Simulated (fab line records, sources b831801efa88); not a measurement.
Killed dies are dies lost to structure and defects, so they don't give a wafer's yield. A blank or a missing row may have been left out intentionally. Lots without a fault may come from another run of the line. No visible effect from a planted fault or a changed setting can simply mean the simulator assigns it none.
2 desks, one fault / flow sfqLine / what lay behind the numbers comes last; until then each desk has only its own

== TOOL OWNER'S DESK, rieMetal-04 ==
The tool's own readings at SFQ_TRILAYER_JJ_CE_BARC_OPEN_RIE_150 (chemistry O2, target BARC, target depth 240 nm, time 80 s): means of the sampled wafers that have a number, for each lot that ran on this tool. Any lot whose mean is over 4 standard deviations away from the usual mean is out of limits and marked OUT; that distance is given in the brackets.
Columns: A = chamberPressureMTorr at SFQ_TRILAYER_JJ_CE_BARC_OPEN_RIE_150, usual 10.000 mTorr; B = drypumpMotorCurrentA at SFQ_TRILAYER_JJ_CE_BARC_OPEN_RIE_150, usual 5.7 A; C = oesProductAu at SFQ_TRILAYER_JJ_CE_BARC_OPEN_RIE_150, usual 0.537 a.u.
lot=L357; first seen here=day 51 12:45; A=10.001; B=5.3; C=0.542
lot=L358; first seen here=day 52 00:02; A=9.999; B=5.1; C=0.538
lot=L365; first seen here=day 55 11:02; A=9.346 (-70) OUT; B=5.3; C=0.538
lot=L367; first seen here=day 56 01:19; A=7.989 (-99 or more) OUT; B=5.8; C=0.542
lot=L376; first seen here=day 64 15:42; A=9.986; B=5.3; C=0.534
lot=L377; first seen here=day 64 16:54; A=10.006; B=5.3; C=0.535
Finding of this desk: L365, L367 out of limits; the first was L365 at day 55 11:02, on chamberPressureMTorr at SFQ_TRILAYER_JJ_CE_BARC_OPEN_RIE_150. L357, L358, L376, L377 stayed within limits.

== METROLOGY DESK ==
What the gauges read for every lot (on any tool): the sampled wafers with a number, averaged. Any lot whose mean is over 4 standard deviations away from the usual mean is out of limits and marked OUT; that distance is given in the brackets.
Columns: A = M4_NB_RS at SFQ_M4_RS_MEAS_924, usual 0.890 ohm/sq; B = J5_OVL at SFQ_JJ_OVL_MEAS_931, usual 2 nm
lot=L354; first seen here=day 44 11:08; A=0.890; B=8
lot=L357; first seen here=day 45 10:23; A=0.890; B=2
lot=L358; first seen here=day 45 15:10; A=0.873; B=6
lot=L365; first seen here=day 49 04:31; A=0.892; B=2
lot=L367; first seen here=day 49 20:14; A=0.889; B=1
lot=L368; first seen here=day 50 14:20; A=0.887; B=5
lot=L369; first seen here=day 50 15:35; A=0.880; B=0
lot=L370; first seen here=day 51 01:04; A=0.908; B=2
lot=L372; first seen here=day 52 04:44; A=0.903; B=2
lot=L373; first seen here=day 52 07:05; A=0.884; B=-1
lot=L374; first seen here=day 52 08:18; A=0.884; B=3
lot=L375; first seen here=day 52 18:58; A=0.895; B=-1
lot=L376; first seen here=day 53 07:05; A=0.897; B=-2
lot=L377; first seen here=day 53 08:50; A=0.875; B=9
This desk's finding: nothing out of limits on any of the 14 lots.

== TAKEN TOGETHER ==
At day 55 11:02, on L365, L367, the tool owner's desk was in a position to raise an alarm.
The metrology desk saw nothing out of limits.
The metrology desk holds a record of L365, L367, inside its limits.
The lots listed all ran SFQ_TRILAYER_JJ_CE_BARC_OPEN_RIE_150 on rieMetal-04.

== WHAT THE SIMULATOR HAD INSERTED ==
rieMetal-04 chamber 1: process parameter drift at SFQ_TRILAYER_JJ_CE_BARC_OPEN_RIE_150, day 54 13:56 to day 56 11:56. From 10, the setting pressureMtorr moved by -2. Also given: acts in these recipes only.
Struck lots among those shown: L365, L367.
Time in hours from fault onset to the first out-of-limits reading at each desk: the tool owner's desk, 21.
